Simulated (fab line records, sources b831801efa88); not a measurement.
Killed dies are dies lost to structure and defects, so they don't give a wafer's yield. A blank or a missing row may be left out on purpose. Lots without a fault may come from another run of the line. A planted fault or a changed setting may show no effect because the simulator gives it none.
Which tool did it? | flow sky130 | 6 lots, 18 wafers sampled, at 3 steps of a route of 708

WHAT THE GAUGES READ, wafer by wafer
SKY_VT_ADJUST_NCORE_CD_MEAS_07: target cd 380 nm.
lot  | measured     | on        | cd_nm (nm)
L900 | day 9 05:11  | cd_sem-02 | 379.8 381.1 381.2
L903 | day 10 03:28 | cd_sem-02 | 382.5 380.3 380.9
L905 | day 10 13:28 | cd_sem-02 | 381.1 382.7 381.9
L914 | day 13 11:55 | cd_sem-02 | 364.1 368.7 364.2 363.8 368.7 364.1
L917 | day 14 08:56 | cd_sem-02 | 382.9 380.9 382.5
L921 | day 15 21:40 | cd_sem-02 | 376.9 376.3 378.5

WHICH TOOL RAN EACH LOT (tool, then ch and the chambers of the sampled wafers, then the start)
lot  | SKY_DNWELL_STRIP_08                 | SKY_VT_ADJUST_NCORE_DEVELOP_06
L900 | plasma_asher-04 ch 0,1, day 3 16:05 | litho_track-01 ch 0, day 9 05:03
L903 | plasma_asher-04 ch 0,1, day 4 05:31 | litho_track-03 ch 0, day 10 03:19
L905 | plasma_asher-03 ch 0,1, day 4 17:46 | litho_track-03 ch 0, day 10 13:19
L914 | plasma_asher-04 ch 0,1, day 6 23:16 | litho_track-03 ch 0, day 13 11:46
L917 | plasma_asher-03 ch 0,1, day 7 12:52 | litho_track-04 ch 0, day 14 08:47
L921 | plasma_asher-01 ch 0,1, day 8 16:06 | litho_track-04 ch 0, day 15 21:32
- SKY_DNWELL_STRIP_08: strips in O2/N2.
- SKY_VT_ADJUST_NCORE_DEVELOP_06: develop time 60 s.

THE ANSWER, worked out from the rows above alone
Rule: what is usual is taken from the lots themselves. Put in order of their means at a reading, lots are off if they are a third of the lots or fewer, leave a main group of 4 or more, and stand apart from it by a gap of 3 or more times the standard deviation of the main group's means; of several such gaps the widest counts. A main group whose means are all the same, to the digits that the tables above print for the reading, isn't used. A lot without any number at a reading at which 4 lots or more have one is off too. The other lots that the step has rows for count as sound.
Off: L914, at SKY_VT_ADJUST_NCORE_CD_MEAS_07 (cd_nm). The main group: mean 380.6 nm, standard deviation 1.8.
A tool fits if, at a process step before that reading, it ran every lot that is off, and no sound lot after the first of them. The gauges at SKY_VT_ADJUST_NCORE_CD_MEAS_07 are tried like those tools. Can't be told from this: 2 tools fit, plasma_asher-04 at SKY_DNWELL_STRIP_08, litho_track-03 at SKY_VT_ADJUST_NCORE_DEVELOP_06.

WHAT THE SIMULATOR HAD PUT IN
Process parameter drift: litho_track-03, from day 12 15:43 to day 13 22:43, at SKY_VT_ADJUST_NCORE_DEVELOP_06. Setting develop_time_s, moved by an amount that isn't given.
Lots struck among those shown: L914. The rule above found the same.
